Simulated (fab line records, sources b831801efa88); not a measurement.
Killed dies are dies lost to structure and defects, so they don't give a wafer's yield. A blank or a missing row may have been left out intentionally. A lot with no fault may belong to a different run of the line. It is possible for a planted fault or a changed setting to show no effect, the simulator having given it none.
Comparing a struck lot with a sound one ; flow sky130 ; 19 steps out of a route of 708
Sound: the wafers L811.4, L811.5, L811.6. Wafers struck: L801.1, L801.2, L801.3. The cause is given at the end.
At each step with rows: each side's tool, then ch and its chambers, then its first start. Under that, the readings that differ: sound wafers ; struck wafers ; difference of the means ; sigmas: that difference in standard deviations of wafers without a fault.
alike: readings with means less than 2 such deviations apart, plus words and numbers identical on both sides. not compared: withheld readings, readings lacking a value on some wafer, bounds such as >300 that could conceal the same value, and numbers that have no deviation in the record and whose values overlap.
The two part at a step that has a row with sigmas, a row that says differs or no value, or rows on one side only. Non-overlapping numbers with no deviation appear without sigmas and do not part them. A reading missing from all wafers of one side parts the sides only when that side holds two or more wafers.

first, 8 steps without rows for these wafers: SKY_RES_XHIGH_DEHYDRATE_00 (time 60 s); SKY_RES_XHIGH_HMDS_01 (prime time 60 s); SKY_RES_XHIGH_COAT_02 (resist thk 1140 nm); SKY_RES_XHIGH_SOFTBAKE_03 (time 60 s); SKY_RES_XHIGH_EXPOSE_04 (exposes mask URPM, target cd 1270 nm); SKY_RES_XHIGH_PEB_05; SKY_RES_XHIGH_DEVELOP_06 (develop time 60 s); SKY_RES_XHIGH_IMPLANT_07.
SKY_RES_XHIGH_STRIP_08: strips in O2/N2.
  sound on plasmaAsher-01 ch 0,1, day 33 15:02; struck on plasmaAsher-02 ch 0,1, day 29 20:48
  alike: drypumpMotorCurrentA, oesProductAu, stripTimeToEndpointS
  not compared: rfHoursCounterH
SKY_RES_XHIGH_TW_MEAS_09:
  struck on filmMetro-03, day 29 20:54; sound on filmMetro-03, day 33 15:08
  alike: RES_XHIGH_TW
then, 2 steps without rows for these wafers: SKY_SD_N_DEHYDRATE_00 (time 60 s); SKY_SD_N_HMDS_01 (prime time 60 s).
SKY_SD_N_COAT_02: resist thk 1140 nm.
  sound on lithoTrack-03 ch 0, day 34 03:56; struck on lithoTrack-01, day 30 09:49
  no value came back on the struck wafers for chillPlateTempC (C), dispensePressureKPa (kPa); on the sound wafers chillPlateTempC (C) reads 22.97 23.00 22.95
then, 4 steps without rows for these wafers: SKY_SD_N_SOFTBAKE_03 (time 60 s); SKY_SD_N_EXPOSE_04 (exposes mask NSDM, target cd 380 nm); SKY_SD_N_PEB_05; SKY_SD_N_DEVELOP_06 (develop time 60 s).
SKY_SD_N_CD_MEAS_07: the cd target is 380 nm.
  struck on cdSem-02, day 31 00:39; sound on cdSem-01, day 34 17:22
reading;sound;struck;difference;sigmas
cdNm (nm);381.4 379.6 381.8;- - -;no value on the struck wafers;
SKY_SD_N_OVL_MEAS_08:
  struck on overlay-02, day 31 00:46; sound on overlay-01, day 34 17:27
reading;sound;struck;difference;sigmas
SD_N_OVL (nm);-1.6 -1.6 -0.6;- - -;no value on the struck wafers;

WHERE THEY PART
At SKY_SD_N_COAT_02 first; at SKY_SD_N_OVL_MEAS_08 last (within this record only).

WHY: whatever the simulator had introduced
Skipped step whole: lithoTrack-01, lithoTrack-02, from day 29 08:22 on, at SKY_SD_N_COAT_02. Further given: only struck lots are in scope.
